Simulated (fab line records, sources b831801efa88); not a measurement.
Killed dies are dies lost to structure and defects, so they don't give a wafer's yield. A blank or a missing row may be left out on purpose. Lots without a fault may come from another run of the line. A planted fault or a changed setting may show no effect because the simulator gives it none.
Which tool did it? | flow sky130 | 11 lots, 33 wafers sampled, at 6 steps of a route of 708

WHAT THE GAUGES READ, wafer by wafer
SKY_RES_XHIGH_TW_MEAS_09. Usual: RES_XHIGH_TW 1635, standard deviation 18.
lot  | measured     | on            | RES_XHIGH_TW   | flag
L548 | day 26 20:29 | film_metro-04 | 1649 1651 1642 |
L550 | day 27 13:12 | film_metro-03 | 1620 1622 1616 |
L551 | day 28 02:19 | film_metro-01 | 1658 1662 1661 |
L552 | day 28 12:56 | film_metro-01 | 1673 1658 1666 |
L554 | day 29 02:47 | film_metro-01 | 1649 1669 1656 |
L555 | day 29 12:53 | film_metro-03 | 1616 1616 1611 |
L559 | day 30 21:13 | film_metro-03 | 1614 1610 1618 |
L561 | day 31 12:04 | film_metro-04 | 1641 1645 1633 |
L568 | day 33 14:02 | film_metro-01 | 1653 1650 1648 |
L569 | day 34 01:53 | film_metro-03 | 1617 1625 1621 |
L570 | day 34 06:34 | film_metro-04 | 1634 1630 1633 |

SKY_SD_N_RS_MEAS_16: measures by four-point-probe. Usual: SD_N_RS 68.56 ohm/sq, standard deviation 0.15.
lot  | measured     | on            | SD_N_RS (ohm/sq)  | flag
L548 | day 28 01:43 | film_metro-04 | 68.49 68.48 68.40 |
L550 | day 28 18:01 | film_metro-04 | 68.53 68.34 68.35 |
L551 | day 29 06:48 | film_metro-01 | 68.72 68.81 68.68 |
L552 | day 29 18:02 | film_metro-04 | 68.72 68.64 68.72 |
L554 | day 30 07:34 | film_metro-01 | 68.79 68.84 68.75 |
L555 | day 30 18:20 | film_metro-03 | 68.49 68.48 68.07 |
L559 | day 32 01:13 | film_metro-04 | 72.20 72.45 72.36 | OFF
L561 | day 32 15:31 | film_metro-03 | 72.11 72.05 72.13 | OFF
L568 | day 34 16:36 | film_metro-01 | 68.85 68.73 68.73 |
L569 | day 35 04:54 | film_metro-01 | 68.73 68.55 68.64 |
L570 | day 35 10:04 | film_metro-04 | 68.66 68.60 68.53 |

SKY_SD_N_RS_MEAS_17: measures by four-point-probe. Usual: SD_P_RS 147.1 ohm/sq, standard deviation 0.38.
lot  | measured     | on            | SD_P_RS (ohm/sq)  | flag
L548 | day 28 01:50 | film_metro-04 | 147.4 147.4 146.9 |
L550 | day 28 18:08 | film_metro-04 | 146.5 146.8 147.0 |
L551 | day 29 06:55 | film_metro-01 | 147.0 147.4 147.4 |
L552 | day 29 18:10 | film_metro-04 | 147.0 147.7 147.4 |
L554 | day 30 07:41 | film_metro-01 | 147.4 147.1 147.4 |
L555 | day 30 18:27 | film_metro-03 | 146.4 146.6 146.2 |
L559 | day 32 01:20 | film_metro-04 | 168.9 168.8 169.2 | OFF
L561 | day 32 15:38 | film_metro-03 | 168.1 167.8 167.7 | OFF
L568 | day 34 16:43 | film_metro-01 | 147.4 147.9 147.4 |
L569 | day 35 05:01 | film_metro-01 | 148.0 147.0 147.5 |
L570 | day 35 10:11 | film_metro-04 | 147.2 147.2 146.8 |

SKY_LI_CONTACT_THK_MEAS_23: measures by xrf. Usual: LI_CONTACT_W_THK 405 nm, standard deviation 7.
lot  | measured     | on            | LI_CONTACT_W_THK (nm) | flag
L548 | day 29 07:50 | film_metro-04 | 397 393 397           |
L550 | day 29 23:14 | film_metro-04 | 397 402 393           |
L551 | day 30 13:24 | film_metro-04 | 397 395 396           |
L552 | day 31 00:31 | film_metro-03 | 404 406 409           |
L554 | day 31 13:47 | film_metro-03 | 399 405 399           |
L555 | day 31 23:47 | film_metro-01 | 410 408 418           |
L559 | day 33 06:06 | film_metro-01 | 415 417 413           |
L561 | day 33 20:21 | film_metro-01 | 408 415 416           |
L568 | day 35 20:46 | film_metro-03 | 392 395 388           |
L569 | day 36 08:48 | film_metro-04 | 400 394 403           |
L570 | day 36 14:01 | film_metro-04 | 407 406 406           |

WHICH TOOL RAN EACH LOT (tool, then ch and the chambers of the sampled wafers, then the start)
lot  | SKY_SD_N_RTA_14                  | SKY_LI_CONTACT_ETCH_14
L548 | rtp_anneal-01 ch 0, day 28 01:31 | rie_diel-02 ch 0,1, day 29 06:53
L550 | rtp_anneal-01 ch 0, day 28 17:49 | rie_diel-02 ch 1,2,3, day 29 22:25
L551 | rtp_anneal-02 ch 0, day 29 06:38 | rie_diel-01 ch 2,3, day 30 12:35
L552 | rtp_anneal-01 ch 0, day 29 17:51 | rie_diel-02 ch 0,1,2, day 30 23:41
L554 | rtp_anneal-01 ch 0, day 30 07:23 | rie_diel-01 ch 0,2, day 31 12:58
L555 | rtp_anneal-02 ch 0, day 30 18:08 | rie_diel-02 ch 1,3, day 31 22:47
L559 | rtp_anneal-02 ch 0, day 32 01:02 | rie_diel-04 ch 0,1,3, day 33 05:17
L561 | rtp_anneal-02 ch 0, day 32 15:21 | rie_diel-02 ch 1,2, day 33 19:32
L568 | rtp_anneal-01 ch 0, day 34 16:25 | rie_diel-04 ch 0,1, day 35 19:58
L569 | rtp_anneal-02 ch 0, day 35 04:44 | rie_diel-02 ch 1,3, day 36 07:59
L570 | rtp_anneal-01 ch 0, day 35 09:53 | rie_diel-01 ch 0,3, day 36 13:05
- SKY_SD_N_RTA_14: time 2 s.
- SKY_LI_CONTACT_ETCH_14: etches BARC in N2/H2, stops on SiO2, time 45.9 s, target depth 60 nm.

WHAT THE TOOLS THEMSELVES READ (means of the sampled wafers that have a number; where no wafer has one, the mark that the record gives instead)
SKY_SD_N_RTA_14. Usual: lamp_power_pct 15.74 %, standard deviation 0.051; ramp_down_c_per_s 89.999, standard deviation 0.016; wafer_temp_C_max 1078.1, standard deviation 1.4.
lot  | tool          | lamp_power_pct (%) | ramp_down_c_per_s | wafer_temp_C_max | flag
L548 | rtp_anneal-01 | 15.79              | 90.010            | 1078.6           |
L550 | rtp_anneal-01 | 15.77              | 89.989            | 1078.3           |
L551 | rtp_anneal-02 | 15.73              | 89.996            | 1077.9           |
L552 | rtp_anneal-01 | 15.76              | 90.014            | 1079.0           |
L554 | rtp_anneal-01 | 15.73              | 90.000            | 1079.3           |
L555 | rtp_anneal-02 | 15.75              | 90.003            | 1078.4           |
L559 | rtp_anneal-02 | 15.11              | 89.992            | 1054.0           | OFF
L561 | rtp_anneal-02 | 15.11              | 89.995            | 1053.8           | OFF
L568 | rtp_anneal-01 | 15.72              | 89.997            | 1079.5           |
L569 | rtp_anneal-02 | 15.75              | 89.982            | 1077.9           |
L570 | rtp_anneal-01 | 15.71              | 90.013            | 1079.8           |

SKY_LI_CONTACT_ETCH_14. Usual: drypump_motor_current_A 5.8 A, standard deviation 0.46; oes_product_au 0.855 a.u., standard deviation 0.0051; throttle_valve_pct 13.225 %, standard deviation 0.0085.
lot  | tool        | drypump_motor_current_A (A) | oes_product_au (a.u.) | throttle_valve_pct (%) | flag
L548 | rie_diel-02 | 5.9                         | 0.855                 | 13.228                 |
L550 | rie_diel-02 | 5.6                         | 0.854                 | 13.230                 |
L551 | rie_diel-01 | 5.7                         | 0.854                 | 13.218                 |
L552 | rie_diel-02 | 5.7                         | 0.858                 | 13.217                 |
L554 | rie_diel-01 | 5.3                         | 0.856                 | 13.220                 |
L555 | rie_diel-02 | 5.8                         | 0.856                 | 13.226                 |
L559 | rie_diel-04 | 5.8                         | 0.854                 | 13.220                 |
L561 | rie_diel-02 | 5.6                         | 0.859                 | 13.219                 |
L568 | rie_diel-04 | 5.3                         | 0.851                 | 13.218                 |
L569 | rie_diel-02 | 5.6                         | 0.853                 | 13.226                 |
L570 | rie_diel-01 | 6.2                         | 0.856                 | 13.229                 |

THE ANSWER, worked out from the rows above alone
Rule: a lot is off if the mean of its wafers that have a number lies more than 3 standard deviations from the usual mean. A lot without any number at a reading at which 4 lots or more have one is off too. The other lots that the step has rows for count as sound. The gauges are gone through in route order, then the tools' own readings, and for those a lot's mean is taken as printed above. The first step at which some lot is off is used, and at that step the reading that is off furthest; a lot without a number counts as furthest.
Off: L559, L561, at SKY_SD_N_RS_MEAS_16 (SD_N_RS).
A tool fits if, at a process step before that reading, it ran every lot that is off, and no sound lot after the first of them. The gauges at SKY_SD_N_RS_MEAS_16 aren't tried: what is off there is off at SKY_SD_N_RTA_14 too, on other tools, and a gauge's error can't cause that. None of those tried fits.

WHAT THE SIMULATOR HAD PUT IN
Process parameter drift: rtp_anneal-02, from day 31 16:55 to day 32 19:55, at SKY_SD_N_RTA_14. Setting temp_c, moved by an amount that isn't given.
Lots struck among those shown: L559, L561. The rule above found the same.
